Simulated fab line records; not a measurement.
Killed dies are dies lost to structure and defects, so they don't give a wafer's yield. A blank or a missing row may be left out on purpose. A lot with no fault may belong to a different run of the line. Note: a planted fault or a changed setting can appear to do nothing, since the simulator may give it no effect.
Which of the tools did it? ; flow sky130 ; 11 lots with 33 wafers sampled at 2 steps, on a route of 708 steps

## WHAT THE GAUGES READ, wafer by wafer
SKY_PASSIVATION_THK_MEAS_03.
lot;measured;on;PASSIVATION_CVD_02_THK (nm)
L905;day 43 18:46;film metro-02;546 551 558
L906;day 44 03:35;film metro-02;541 543 549
L908;day 44 15:41;film metro-02;533 534 540
L910;day 45 08:31;film metro-02;529 842 535 529 841 535
L912;day 45 19:04;film metro-04;536 844 855 536 845 854
L920;day 48 06:52;film metro-02;542 544 540
L923;day 48 15:49;film metro-02;535 551 544
L922;day 48 18:35;film metro-03;541 539 550
L924;day 48 22:56;film metro-03;529 533 527
L927;day 49 10:17;film metro-02;538 538 543
L928;day 49 12:58;film metro-04;530 536 545

## WHICH TOOL RAN EACH LOT (tool, then ch and the chambers of the sampled wafers, then the start)
lot;SKY_PASSIVATION_CVD_02
L905;pecvd-04 ch 1,2, day 43 18:32
L906;pecvd-03 ch 0,2, day 44 03:22
L908;pecvd-04 ch 0,1,2, day 44 15:28
L910;pecvd-04 ch 0,1,2, day 45 08:17
L912;pecvd-04 ch 0,1, day 45 18:49
L920;pecvd-04 ch 0,1,2, day 48 06:43
L923;pecvd-04 ch 0,1,2, day 48 15:35
L922;pecvd-04 ch 0,1,2, day 48 18:22
L924;pecvd-03 ch 0,1, day 48 22:35
L927;pecvd-04 ch 0,1,2, day 49 10:04
L928;pecvd-03 ch 0,1, day 49 12:43
- SKY_PASSIVATION_CVD_02: deposits Si3N4, target thk 540 nm.

## THE ANSWER, worked out from the rows above alone
Rule: what is usual is taken from the lots themselves. The widest of any qualifying gaps counts: lots, ordered by their means at a reading, are off when they make up no more than a third of the lots, leave a main group of 4 or more, and stand apart from it by 3 or more times the standard deviation of that group's means. If all means in a main group match to the digits the tables above print for the reading, that group is not used. A lot without any number at a reading at which 4 lots or more have one is off too. All remaining lots with rows at the step are treated as sound.
Off: L910, L912, at SKY_PASSIVATION_THK_MEAS_03 (PASSIVATION_CVD_02_THK). For the main group the mean is 541 nm and the standard deviation 5.9.
A tool fits if, at a process step before that reading, it ran every lot that is off, and no sound lot after the first of them. Gauges at SKY_PASSIVATION_THK_MEAS_03: tried the same way as those tools. None of those tried fits.

## WHAT THE SIMULATOR PUT IN
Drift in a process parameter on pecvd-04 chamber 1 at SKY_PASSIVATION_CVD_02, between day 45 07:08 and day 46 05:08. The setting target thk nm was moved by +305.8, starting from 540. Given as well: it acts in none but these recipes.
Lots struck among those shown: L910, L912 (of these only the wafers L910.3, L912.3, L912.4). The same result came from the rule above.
